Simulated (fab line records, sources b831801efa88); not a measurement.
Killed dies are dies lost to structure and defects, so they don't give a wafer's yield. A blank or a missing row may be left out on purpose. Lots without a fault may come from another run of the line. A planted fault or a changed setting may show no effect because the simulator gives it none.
Which tool did it? | flow gf180mcu | 6 lots, 18 wafers sampled, at 2 steps of a route of 602

WHAT THE GAUGES READ, wafer by wafer
GF_VT_IMPLANT_OVL_MEAS_40.
lot  | measured     | on         | VT_IMPLANT_03_OVL (nm)
L333 | day 8 01:46  | overlay-01 | 0.2 1.4 -0.5
L335 | day 8 15:21  | overlay-02 | 0.5 -0.1 -1.3
L337 | day 9 04:19  | overlay-02 | 0.3 0.3 0.3
L339 | day 9 18:06  | overlay-02 | 0.0 -2.0 -1.3
L349 | day 12 14:17 | overlay-02 | - - -
L353 | day 13 19:03 | overlay-01 | -0.4 -1.0 -1.1

WHICH TOOL RAN EACH LOT (tool, then ch and the chambers of the sampled wafers, then the start)
lot  | GF_VT_IMPLANT_EXPOSE_37
L333 | iline_stepper-02 ch 0, day 7 18:11
L335 | iline_stepper-02 ch 0, day 8 07:06
L337 | iline_stepper-02 ch 0, day 8 20:03
L339 | iline_stepper-02 ch 0, day 9 09:07
L349 | iline_stepper-02 ch 0, day 12 04:52
L353 | iline_stepper-01 ch 0, day 13 09:38
- GF_VT_IMPLANT_EXPOSE_37: exposes mask Nwell HV AREA, target cd 860 nm.

THE ANSWER, worked out from the rows above alone
Rule: what is usual is taken from the lots themselves. Put in order of their means at a reading, lots are off if they are a third of the lots or fewer, leave a main group of 4 or more, and stand apart from it by a gap of 3 or more times the standard deviation of the main group's means; of several such gaps the widest counts. A main group whose means are all the same, to the digits that the tables above print for the reading, isn't used. A lot without any number at a reading at which 4 lots or more have one is off too. The other lots that the step has rows for count as sound.
Off: L349, at GF_VT_IMPLANT_OVL_MEAS_40 (VT_IMPLANT_03_OVL). Without a number there: L349. The main group: mean -0.3 nm, standard deviation 0.59.
A tool fits if, at a process step before that reading, it ran every lot that is off, and no sound lot after the first of them. The gauges at GF_VT_IMPLANT_OVL_MEAS_40 are tried like those tools. Can't be told from this: 2 tools fit, iline_stepper-02 at GF_VT_IMPLANT_EXPOSE_37, overlay-02 at GF_VT_IMPLANT_OVL_MEAS_40.

WHAT THE SIMULATOR HAD PUT IN
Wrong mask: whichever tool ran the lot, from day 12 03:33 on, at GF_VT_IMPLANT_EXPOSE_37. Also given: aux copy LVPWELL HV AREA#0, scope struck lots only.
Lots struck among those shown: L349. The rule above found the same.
